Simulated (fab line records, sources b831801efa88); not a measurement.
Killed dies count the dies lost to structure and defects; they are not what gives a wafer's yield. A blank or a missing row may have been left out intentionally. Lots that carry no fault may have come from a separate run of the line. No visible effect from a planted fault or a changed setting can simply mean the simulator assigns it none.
fab line records	flow sky130
[record] lots = 6	wafers = 18	last_day = 49
route steps=708 shown METAL3@566 VIA3@573 PAD_OPEN@708
lots that met no fault: taken from a fault-free run of the same line
start_h: hours from the record's first day to the start of the lot's first wafer shown	wait_h: hours elapsed since this lot's preceding step	" unchanged from the row above	L1.1+2: one row covering several wafers at once	- value missing, or start not given	* or withheld: withheld	< > ~ a bound
route shown NAME@n: a module of which the file shows steps, and the number in the route of the first	usual: mean/standard deviation taken from wafers without a fault	same: alike in all rows	chamber/n: place in a boat	sites: each site's reading	_std_site: standard deviation across them	_edge_site: mean of outer sites minus mean of inner sites	radius_mm: for every site, how far away it sits from the centre of the wafer	mask NAME#n: copy n	behind: the most recent tool/chamber to have shaped the wafer	hold: why the lot went on hold/how many hours it stayed there/how the hold came to an end	device: whichever transistor did not switch (one of n, p or np)	end of line: tests run on the same wafers once the route is complete	where a step has no rows: the recipe by itself	killed: count of dies lost to structure and defects at first sort (not the wafer's yield)	map: dies across one wafer; x = killed, . = not, _ = none there
set.NAME: the setting that was run; set.NAME@STEP: the one run at that earlier step	model.NAME: the simulator's own value behind a step, which no gauge read
certain route steps with their lots: each step a table, each wafer a row
services: when a tool's chamber went out of use (start_h, in hours from the record's first day, below 0 if earlier), for how many hours, and the reason
[[steps]]
[step SKY_METAL3_ETCH_16]
[recipe] chemistry = N2/H2	target = BARC	ion_energy_ev = 200	bias_w = 100	pressure_mtorr = 30	n2_flow_sccm = 100	h2_flow_sccm = 200	icp_w = 500	stop_on = SiO2	time_s = 88.2	target_depth_a = 600
[usual] drypump_motor_current_A = 5.96/0.21	oes_product_au = 0.625/0.0044	throttle_valve_pct = 13.207/0.0095
lot.wafer	tool	chamber	start_h	wait_h	drypump_motor_current_A	oes_product_au	rf_hours_counter_h	throttle_valve_pct
L161.1	rie_metal-04	0	912.64	0.0	5.71	0.623	4	13.205
L161.2	"	1	"	"	5.80	0.617	6	13.202
L161.5	"	0	"	"	5.73	0.628	-	13.208
L162.1	rie_metal-04	0	919.72	0.0	5.74	0.634	5	13.205
L162.3	"	0	"	"	5.71	0.626	-	13.200
L162.5	"	0	"	"	5.71	0.617	-	13.219
L171.1	rie_metal-03	0	990.27	0.0	6.16	0.627	16	13.207
L171.2	"	1	"	"	5.89	0.619	20	13.217
L171.3	"	0	"	"	6.17	0.633	-	13.208
L173.2	rie_metal-01	1	1004.31	0.0	6.15	0.623	20	13.216
L173.3	"	1	"	"	6.16	0.621	-	13.207
L173.4	"	0	"	"	6.33	0.620	-	13.198
L174.3	rie_metal-01	0	1012.49	0.0	6.34	0.626	-	13.206
L174.5	"	1	"	"	6.17	0.626	-	13.227
L174.6	"	0	"	"	6.34	0.622	-	13.210
L178.4	rie_metal-03	1	1034.61	0.0	5.88	0.625	-	13.206
L178.5	"	0	"	"	6.13	0.627	-	13.198
L178.6	"	1	"	"	5.89	0.624	-	13.212
[step SKY_METAL3_ETCH_17]
[recipe] target = SiO2	stop_on = TiN	chemistry = C4F8/O2/Ar	source_w = 1500	bias_w = 1200	pressure_mtorr = 40	c4f8_flow_sccm = withheld	O2_flow_sccm = 6	Ar_flow_sccm = 300	time_s = 3.9	target_depth_a = 150
[usual] oes_product_au = 0.753/0.0072
lot.wafer	tool	chamber	start_h	wait_h	oes_product_au	rf_hours_counter_h
L161.1	rie_diel-02	3	912.74	0.1	0.749	21
L161.2	"	1	"	"	0.748	5
L161.5	"	1	"	"	0.759	-
L162.1	rie_diel-02	3	919.82	0.1	0.745	21
L162.3	"	1	"	"	0.747	5
L162.5	"	1	"	"	0.751	-
L171.1	rie_diel-03	0	990.37	0.1	0.739	11
L171.2	"	3	"	"	0.745	10
L171.3	"	1	"	"	0.741	14
L173.2	rie_diel-03	0	1004.41	0.1	0.747	11
L173.3	"	1	"	"	0.752	14
L173.4	"	3	"	"	0.754	10
L174.3	rie_diel-03	3	1012.56	0.0	0.755	10
L174.5	"	3	"	"	0.763	-
L174.6	"	0	"	"	0.763	-
L178.4	rie_diel-02	0	1034.67	0.0	0.754	21
L178.5	"	0	"	"	0.751	-
L178.6	"	1	"	"	0.754	-
[step SKY_METAL3_METAL_ETCH_18]
[recipe] target_depth_a = 8450	stop_on = SiO2	over_etch_frac = 0.3	time_s = 183.1	chemistry = Cl2/BCl3	resist_sidewall_deg = 88	pressure_mtorr = 10	icp_w = 900	bias_w = 48.5	Cl2_flow_sccm = 60	bcl3_flow_sccm = 30
[usual] drypump_motor_current_A = 6.01/0.23	mfc_cl2_sccm = 60.00/0.18	oes_product_au = 0.867/0.007	throttle_valve_pct = 22.264/0.0099
lot.wafer	tool	chamber	start_h	wait_h	drypump_motor_current_A	mfc_cl2_sccm	oes_product_au	rf_hours_counter_h	throttle_valve_pct
L161.1	rie_metal-01	0	912.76	0.0	6.31	60.11	0.870	7	22.262
L161.2	"	1	"	"	6.15	59.96	0.881	14	22.258
L161.5	"	0	"	"	6.33	60.15	0.871	-	22.258
L162.1	rie_metal-01	1	919.84	0.0	6.17	60.00	0.862	15	22.252
L162.3	"	0	"	"	6.33	60.23	0.861	-	22.260
L162.5	"	0	"	"	6.33	59.95	0.869	-	22.278
L171.1	rie_metal-04	0	990.39	0.0	5.70	60.03	0.858	8	22.264
L171.2	"	1	"	"	5.78	60.17	0.869	10	22.264
L171.3	"	0	"	"	5.70	59.98	0.849	-	22.259
L173.2	rie_metal-04	0	1004.43	0.0	5.73	59.51	0.870	9	22.266
L173.3	"	1	"	"	5.81	59.99	0.852	-	22.276
L173.4	"	0	"	"	5.70	59.74	0.860	-	22.273
L174.3	rie_metal-03	0	1012.64	0.1	6.12	59.77	0.865	-	22.258
L174.5	"	1	"	"	5.90	60.23	0.861	-	22.260
L174.6	"	0	"	"	6.14	59.71	0.858	-	22.240
L178.4	rie_metal-04	1	1034.75	0.1	5.79	60.13	0.867	-	22.269
L178.5	"	1	"	"	5.77	60.11	0.861	-	22.269
L178.6	"	0	"	"	5.70	60.06	0.870	-	22.262
[step SKY_METAL3_STRIP_19]
[recipe] chemistry = O2/N2	power_w = 1400	pressure_mtorr = 1500	platen_temp_c = withheld	o2_flow_sccm = 3000	n2_flow_sccm = 300	overash_fraction = 0.5
[usual] drypump_motor_current_A = 5.7/0.38	oes_product_au = 0.504/0.006	strip_time_to_endpoint_s = 6.57/0.092
lot.wafer	tool	chamber	start_h	wait_h	drypump_motor_current_A	oes_product_au	rf_hours_counter_h	strip_time_to_endpoint_s
L161.1	plasma_asher-04	1	912.93	0.1	5.4	0.510	17	6.65
L161.2	"	0	"	"	6.1	0.508	17	6.65
L161.5	"	1	"	"	5.4	0.515	-	6.65
L162.1	plasma_asher-04	0	920.02	0.1	6.2	0.513	17	6.69
L162.3	"	1	"	"	5.4	0.509	-	6.65
L162.5	"	0	"	"	6.1	0.510	-	6.62
L171.1	plasma_asher-02	1	990.57	0.1	6.0	0.506	56	6.57
L171.2	"	0	"	"	5.1	0.516	56	6.71
L171.3	"	0	"	"	5.2	0.503	-	6.60
L173.2	plasma_asher-04	0	1004.61	0.1	6.1	0.504	25	6.62
L173.3	"	0	"	"	6.1	0.509	-	6.72
L173.4	"	1	"	"	5.5	0.506	-	6.61
L174.3	plasma_asher-01	1	1012.79	0.1	5.7	0.495	-	6.41
L174.5	"	1	"	"	5.7	0.502	-	6.43
L174.6	"	0	"	"	6.0	0.507	-	6.47
L178.4	plasma_asher-04	1	1034.90	0.1	5.4	0.513	-	6.73
L178.5	"	1	"	"	5.4	0.510	-	6.72
L178.6	"	0	"	"	6.1	0.506	-	6.54
[step SKY_METAL3_STRIP_20]
[recipe] chemistry = post_etch_residue_remover	time_s = 1200	temp_c = 72.5
[step SKY_METAL3_CLEAN_21]
[recipe] chemistry = IPA	time_s = 180	temp_c = 25
[step SKY_METAL3_CLEAN_22]
[recipe] chemistry = O3/DIW	dry = n2_spin
[step SKY_VIA3_HDPCVD_00]
[recipe] material = SiO2	target_thk_nm = 1635	sigma_open_frac = 0.3	time_s = 272.5	temp_c = 400	sih4_flow_sccm = 60	pressure_mtorr = 6
[step SKY_VIA3_THK_MEAS_01]
[recipe] reads = SiO2_of_VIA3_HDPCVD_00
[usual] VIA3_HDPCVD_THK = 1634/17
lot.wafer	tool	chamber	start_h	wait_h	VIA3_HDPCVD_THK[nm]
L161.1	film_metro-01	-	913.69	0.1	1644
L161.2	"	-	"	"	1620
L161.5	"	-	"	"	1621
L162.1	film_metro-03	-	920.78	0.1	1677
L162.3	"	-	"	"	1636
L162.5	"	-	"	"	1681
L171.1	film_metro-03	-	991.36	0.1	1639
L171.2	"	-	"	"	1652
L171.3	"	-	"	"	1608
L173.2	film_metro-03	-	1005.41	0.1	1644
L173.3	"	-	"	"	1602
L173.4	"	-	"	"	1628
L174.3	film_metro-03	-	1013.54	0.1	1635
L174.5	"	-	"	"	1650
L174.6	"	-	"	"	1645
L178.4	film_metro-01	-	1035.66	0.0	1626
L178.5	"	-	"	"	1649
L178.6	"	-	"	"	1644
[step SKY_VIA3_CMP_02]
[recipe] material = SiO2	down_force_psi = 4	platen_rpm = 60	pad_velocity_m_s = 0.94248
[usual] edge_zone_pressure_frac = 1.000/0.0046	motor_current_A = 12.3/1.1
lot.wafer	tool	chamber	start_h	wait_h	edge_zone_pressure_frac	motor_current_A
L161.1	cmp-02	1	913.85	0.1	1.004	13.7
L161.2	"	2	"	"	1.002	13.7
L161.5	"	0	"	"	1.003	11.6
L162.1	cmp-02	2	920.89	0.1	0.999	13.3
L162.3	"	0	"	"	1.001	11.5
L162.5	"	2	"	"	1.006	14.1
L171.1	cmp-01	0	991.57	0.2	0.991	13.6
L171.3	"	1	"	"	0.998	11.7
L171.2	"	3	"	"	0.998	12.5
L173.3	cmp-01	0	1005.46	0.0	1.001	13.2
L173.2	"	1	"	"	1.006	11.4
L173.4	"	2	"	"	1.002	11.1
L174.3	cmp-01	0	1013.68	0.1	0.998	14.0
L174.5	"	2	"	"	1.008	11.6
L174.6	"	3	"	"	0.994	12.7
L178.4	cmp-02	0	1035.69	0.0	1.006	11.0
L178.6	"	0	"	"	1.005	11.4
L178.5	"	1	"	"	0.996	13.2
[step SKY_VIA3_BOW_MEAS_03]
[recipe] mode = bow
[usual] VIA3_BOW = 80/8.1
lot.wafer	tool	chamber	start_h	wait_h	VIA3_BOW[um]
L161.1	film_metro-03	-	914.05	0.1	76
L161.2	"	-	"	"	78
L161.5	"	-	"	"	77
L162.1	film_metro-03	-	921.14	0.2	78
L162.3	"	-	"	"	70
L162.5	"	-	"	"	83
L171.1	film_metro-03	-	991.87	0.2	85
L171.2	"	-	"	"	80
L171.3	"	-	"	"	90
L173.2	film_metro-02	-	1005.78	0.2	83
L173.3	"	-	"	"	68
L173.4	"	-	"	"	77
L174.3	film_metro-02	-	1013.92	0.2	79
L174.5	"	-	"	"	74
L174.6	"	-	"	"	81
L178.4	film_metro-03	-	1036.05	0.3	88
L178.5	"	-	"	"	80
L178.6	"	-	"	"	81
[step SKY_VIA3_DEHYDRATE_04]
[recipe] temp_c = 200	time_s = 60
[step SKY_VIA3_HMDS_05]
[recipe] prime_time_s = 60	prime_temp_c = 120
[usual] chill_plate_temp_C = 23.00/0.1	prime_temp_c = 120.00/0.13
lot.wafer	tool	chamber	start_h	wait_h	chill_plate_temp_C	prime_temp_c
L161.1	litho_track-01	0	924.66	0.1	22.91	119.81
L161.2	"	0	"	"	22.80	119.91
L161.5	"	0	"	"	23.01	119.83
L162.1	litho_track-03	0	931.89	0.1	23.02	119.86
L162.3	"	0	"	"	23.12	119.87
L162.5	"	0	"	"	22.89	120.02
L171.1	litho_track-03	0	1002.74	0.1	23.09	122.79
L171.2	"	0	"	"	23.03	122.83
L171.3	"	0	"	"	23.09	122.94
L173.2	litho_track-03	0	1017.41	0.1	23.02	122.86
L173.3	"	0	"	"	23.03	123.02
L173.4	"	0	"	"	23.00	122.93
L174.3	litho_track-01	0	1024.41	0.1	22.96	120.18
L174.5	"	0	"	"	23.02	120.03
L174.6	"	0	"	"	23.15	120.15
L178.4	litho_track-01	0	1046.13	0.1	23.14	120.00
L178.5	"	0	"	"	23.18	120.00
L178.6	"	0	"	"	23.03	119.86
[step SKY_VIA3_COAT_06]
[recipe] resist = BARC	temp_c = withheld	time_s = withheld	spin_rpm = 3000	resist_thk_nm = 60
[step SKY_PAD_OPEN_PROBE_99]
[usual] defect_limited_yield = 82.3/1.8	killed_at_M0_to_M3 = 44/7.2	killed_at_M4_up = 3.1/1.8	killed_at_contacts = 24/4.5	killed_at_front_end = 16/4.4	killed_at_other = 0.2/0.42	killed_dies = 87/8.9	killed_open = 48/6.4	killed_short = 39/6.2	sort_bin_3_pad_short = 0.9/0.46	sort_bin_5_function = 10.5/1.6	sort_bin_6_memory = 6.3/1.1	sort_n_pass = 405/8.9	sort_yield_pct = 82.3/1.8
[same] gross_dies = 492	killed_at_back_side = 0	sort_bin_4_leakage[%] = 0	sort_bin_8_speed[%] = 0
lot.wafer	tool	chamber	start_h	wait_h	defect_limited_yield[%]	killed_at_M0_to_M3	killed_at_M4_up	killed_at_contacts	killed_at_front_end	killed_at_other	killed_dies	killed_open	killed_short	sort_bin_3_pad_short[%]	sort_bin_5_function[%]	sort_bin_6_memory[%]	sort_n_pass	sort_yield_pct[%]
L161.1	prober-02	-	1076.07	0.1	80.3	45	5	32	14	1	97	47	50	1.6	12.0	6.1	395	80.3
L161.2	prober-02	-	1076.12	0.1	84.1	35	2	23	18	0	78	46	32	0.8	6.3	8.7	414	84.1
L161.5	prober-02	-	1076.27	0.2	79.5	57	0	26	18	0	101	61	40	1.0	13.4	6.1	391	79.5
L162.1	prober-01	-	1084.17	0.1	79.5	55	3	30	13	0	101	56	45	0.8	12.2	7.5	391	79.5
L162.3	prober-01	-	1084.27	0.2	83.3	46	3	23	10	0	82	48	34	0.2	9.6	6.9	410	83.3
L162.5	prober-01	-	1084.37	0.2	84.8	27	5	29	14	0	75	35	40	0.6	8.1	6.5	417	84.8
L173.2	prober-02	-	1156.62	0.1	83.5	43	0	21	17	0	81	40	41	1.0	9.1	6.3	411	83.5
L173.3	prober-02	-	1156.67	0.2	84.3	42	1	20	13	1	77	41	36	1.4	7.7	6.5	415	84.3
L173.4	prober-02	-	1156.72	0.2	78.9	54	3	33	14	0	104	54	50	1.4	13.0	6.7	388	78.9
L178.4	prober-01	-	1177.49	0.2	78.5	46	1	32	27	0	106	58	48	1.2	12.4	7.9	386	78.5
L178.5	prober-01	-	1177.54	0.2	82.9	37	2	30	14	1	84	48	36	0.8	10.0	6.3	408	82.9
L178.6	prober-01	-	1177.59	0.2	83.3	39	3	22	18	0	82	39	43	1.2	9.3	6.1	410	83.3
// killed by level:class
L161.1 CONTACT:geometric_particle:open=12 VIA3:geometric_particle:open=9 VIA1:geometric_particle:open=9 METAL2:geometric_particle:short=7 VIA1:geometric_particle:short=7 LI_CONTACT:geometric_particle:open=6 CONTACT:geometric_particle:short=6 POLY_GATE:geometric_particle:short=5
L161.2 VIA1:geometric_particle:open=9 LI_CONTACT:geometric_particle:open=8 VIA2:geometric_particle:open=7 CONTACT:geometric_particle:open=6 METAL1:geometric_particle:short=5 LOCAL_INTERCONNECT:geometric_particle:short=5 FIELD_ISO:geometric_particle:open=4 FIELD_ISO:geometric_particle:short=3
L161.5 VIA1:geometric_particle:open=18 VIA3:geometric_particle:open=8 CONTACT:geometric_particle:open=8 LI_CONTACT:geometric_particle:open=7 VIA1:geometric_particle:short=6 POLY_GATE:geometric_particle:open=6 VIA2:geometric_particle:short=6 FIELD_ISO:geometric_particle:open=5
L162.1 VIA1:geometric_particle:open=17 CONTACT:geometric_particle:open=12 VIA1:geometric_particle:short=10 METAL1:geometric_particle:short=5 LI_CONTACT:geometric_particle:short=5 LI_CONTACT:geometric_particle:open=5 VIA2:geometric_particle:open=5 FIELD_ISO:geometric_particle:open=4
L162.3 VIA1:geometric_particle:open=10 CONTACT:geometric_particle:open=9 VIA3:geometric_particle:open=7 CONTACT:geometric_particle:short=6 METAL1:geometric_particle:short=6 VIA1:geometric_particle:short=6 VIA2:geometric_particle:open=5 LI_CONTACT:geometric_particle:open=4
L162.5 CONTACT:geometric_particle:open=13 LI_CONTACT:geometric_particle:open=7 METAL3:geometric_particle:short=5 POLY_GATE:geometric_particle:short=5 METAL4:geometric_particle:short=5 FIELD_ISO:geometric_particle:short=4 LI_CONTACT:geometric_particle:short=4 VIA1:geometric_particle:open=4
L173.2 VIA1:geometric_particle:open=11 METAL2:geometric_particle:short=8 CONTACT:geometric_particle:open=7 CONTACT:geometric_particle:short=6 METAL1:geometric_particle:short=6 FIELD_ISO:geometric_particle:short=5 VIA3:geometric_particle:open=5 POLY_GATE:geometric_particle:short=4
L173.3 VIA1:geometric_particle:open=11 FIELD_ISO:geometric_particle:open=6 LI_CONTACT:geometric_particle:open=6 VIA2:geometric_particle:open=6 VIA1:geometric_particle:short=5 CONTACT:geometric_particle:short=4 METAL2:geometric_particle:short=4 CONTACT:geometric_particle:open=4
L173.4 CONTACT:geometric_particle:open=11 VIA1:geometric_particle:open=10 VIA3:geometric_particle:open=10 VIA1:geometric_particle:short=9 LI_CONTACT:geometric_particle:short=8 METAL2:geometric_particle:short=8 POLY_GATE:geometric_particle:open=5 LI_CONTACT:geometric_particle:open=5
L178.4 CONTACT:geometric_particle:open=12 FIELD_ISO:geometric_particle:short=9 FIELD_ISO:geometric_particle:open=9 VIA1:geometric_particle:open=8 METAL2:geometric_particle:short=8 LOCAL_INTERCONNECT:geometric_particle:short=7 VIA2:geometric_particle:open=7 CONTACT:geometric_particle:short=6
L178.5 CONTACT:geometric_particle:open=12 VIA1:geometric_particle:open=8 LI_CONTACT:geometric_particle:open=6 METAL1:geometric_particle:short=5 VIA1:geometric_particle:short=5 METAL2:geometric_particle:short=5 VIA2:geometric_particle:open=5 POLY_GATE:geometric_particle:open=4
L178.6 VIA1:geometric_particle:open=9 CONTACT:geometric_particle:short=7 METAL2:geometric_particle:short=7 CONTACT:geometric_particle:open=6 VIA2:geometric_particle:open=5 METAL1:geometric_particle:short=5 FIELD_ISO:geometric_particle:short=4 LI_CONTACT:geometric_particle:open=4
[[services]]
tool	chamber	start_h	hours	kind
cmp-01	-	893.01	11.3	pm
rie_diel-02	-	897.13	15.6	pm
cmp-02	-	904.43	4.9	pm
cmp-02	-	910.79	0.9	repair
cmp-01	-	912.28	4.0	pm
cmp-01	-	913.06	0.9	repair
cmp-01	-	916.28	-	consumable_replace:conditioner
plasma_asher-04	-	920.49	6.0	repair
rie_diel-03	0	924.23	1.4	repair
rie_diel-03	3	944.93	4.6	repair
rie_diel-03	1	946.84	4.6	repair
rie_diel-03	0	986.58	2.5	repair
rie_diel-03	2	986.94	7.5	repair
cmp-02	-	988.13	19.9	repair
rie_diel-02	-	988.51	0.8	repair
rie_metal-04	-	997.46	1.0	repair
rie_metal-03	-	1000.16	0.3	repair
cmp-02	-	1012.49	1.8	repair
cmp-02	-	1013.44	1.9	repair
cmp-01	-	1018.39	0.4	repair
rie_diel-03	1	1032.96	5.8	repair
rie_diel-03	-	1035.52	1.1	repair
cmp-02	-	1039.80	1.0	repair
cmp-02	-	1046.02	7.1	pm
[[key]]
[first_sign] step = SKY_VIA3_HMDS_05	reading = prime_temp_c	direction = up	sigmas = 21	usual = *	struck = *
effect none on later readings
met_at SKY_VIA3_HMDS_05
struck_wafers L171.1,L171.2,L171.3,L173.2,L173.3,L173.4
onset_between 931.89 1002.74
[fault] kind = process_parameter_drift	tool = litho_track-03	chamber = -	onset_h = 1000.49	steps = SKY_VIA3_HMDS_05	channel = prime_temp_c	offset = *	shape = step	end_h = 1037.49	acts_in = *	stated = *
